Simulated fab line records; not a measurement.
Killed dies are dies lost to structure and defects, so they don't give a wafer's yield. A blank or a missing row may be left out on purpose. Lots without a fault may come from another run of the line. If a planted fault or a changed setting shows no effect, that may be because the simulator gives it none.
A lot that was struck, set against a sound lot -- flow gf180mcu -- 22 steps out of a route of 602
Sound: wafers L357.1, L357.2, L357.4. Struck: wafers L367.1, L367.4. (L367.3 of the same lot was not struck and is left out.) The cause comes at the end.
For every step that has rows: the tool of each side, followed by ch and its chambers, followed by its first start. Under that, the readings that differ: sound wafers -- struck wafers -- difference of the means -- sigmas: that difference in standard deviations of wafers without a fault.
alike: words and numbers the same on both sides, and readings whose means are apart by under 2 such deviations; not compared: readings that were withheld, readings missing a value for some wafer, numbers with overlapping values and no deviation given by the record, and bounds like >300 which may hide the same value.
A row with sigmas, a row that says differs or no value, or rows on one side alone: a step with any of these is where the two part. Non-overlapping numbers with no deviation appear without sigmas and do not part them. A reading that every wafer of one side lacks parts them only if that side has two wafers or more.

first, 6 steps without rows for these wafers: GF_VT_IMPLANT_HMDS_23 (prime time 60 s); GF_VT_IMPLANT_COAT_24 (resist thk 1000 nm); GF_VT_IMPLANT_SOFTBAKE_25 (time 60 s); GF_VT_IMPLANT_EXPOSE_26 (exposes mask LVPWELL HV AREA, target cd 860 nm); GF_VT_IMPLANT_PEB_27; GF_VT_IMPLANT_DEVELOP_28 (develop time 60 s).
GF_VT_IMPLANT_OVL_MEAS_29:
  sound: overlay-01 at day 8 09:25; struck: overlay-02 at day 11 06:10
  alike: VT_IMPLANT_02_OVL
then, 1 step without rows for these wafers: GF_VT_IMPLANT_IMPLANT_30.
GF_VT_IMPLANT_STRIP_31: strips in O2/N2.
  sound on plasmaAsher-02 ch 0,1, day 8 09:36; struck on plasmaAsher-03 ch 0, day 11 06:21
reading,sound,struck,difference,sigmas
drypumpMotorCurrentA (A),5.6 6.0 5.6,4.9 4.9,-0.8,-2
  alike: heaterPowerW, oesProductAu, stripTimeToEndpointS
  not compared: rfHoursCounterH
GF_VT_IMPLANT_TW_MEAS_32:
  sound: filmMetro-03 at day 8 09:42; struck: filmMetro-03 at day 11 06:27
  alike: VT_IMPLANT_3_TW
then, 2 steps without rows for these wafers: GF_VT_IMPLANT_DEHYDRATE_33 (time 60 s); GF_VT_IMPLANT_HMDS_34 (prime time 60 s).
GF_VT_IMPLANT_COAT_35: resist thk 1000 nm.
  sound on lithoTrack-01 ch 0, day 8 17:46; struck on lithoTrack-02 ch 0, day 11 15:35
reading,sound,struck,difference,sigmas
model.NOVOLAK_of_VT_IMPLANT_COAT_35.thkNm (nm),1001 996.7 998.7,957.5 959.3,-40.4,
then, 3 steps without rows for these wafers: GF_VT_IMPLANT_SOFTBAKE_36 (time 60 s); GF_VT_IMPLANT_EXPOSE_37 (exposes mask Nwell HV AREA, target cd 860 nm); GF_VT_IMPLANT_PEB_38.
GF_VT_IMPLANT_DEVELOP_39: develop time 60 s.
  sound on lithoTrack-03 ch 0, day 9 02:34; struck on lithoTrack-01 ch 0, day 12 00:40
reading,sound,struck,difference,sigmas
model.NOVOLAK_of_VT_IMPLANT_COAT_35.thkNm (nm),1000 996.3 998.3,957.1 958.9,-40.2,
GF_VT_IMPLANT_OVL_MEAS_40:
  sound: overlay-01 at day 9 02:43; struck: overlay-01 at day 12 00:49
  alike: VT_IMPLANT_03_OVL
then, 1 step without rows for these wafers: GF_VT_IMPLANT_IMPLANT_41.
GF_VT_IMPLANT_STRIP_42: strips in O2/N2.
  sound on plasmaAsher-03 ch 0,1, day 9 02:54; struck on plasmaAsher-02 ch 0, day 12 00:59
reading,sound,struck,difference,sigmas
stripTimeToEndpointS (s),12.66 12.59 12.62,12.14 12.16,-0.47,-12
  alike: drypumpMotorCurrentA, heaterPowerW, oesProductAu
  not compared: rfHoursCounterH
GF_VT_IMPLANT_TW_MEAS_43:
  sound: filmMetro-01 at day 9 03:00; struck: filmMetro-03 at day 12 01:05
  alike: VT_IMPLANT_4_TW
GF_PASSIVATION_PROBE_99:
  the record has rows for the sound wafers here (prober-02, day 30 20:43) and none for the struck ones

## WHERE THEY PART
First at GF_VT_IMPLANT_STRIP_31; last, within this record, at GF_PASSIVATION_PROBE_99.

WHY: what the simulator had put in
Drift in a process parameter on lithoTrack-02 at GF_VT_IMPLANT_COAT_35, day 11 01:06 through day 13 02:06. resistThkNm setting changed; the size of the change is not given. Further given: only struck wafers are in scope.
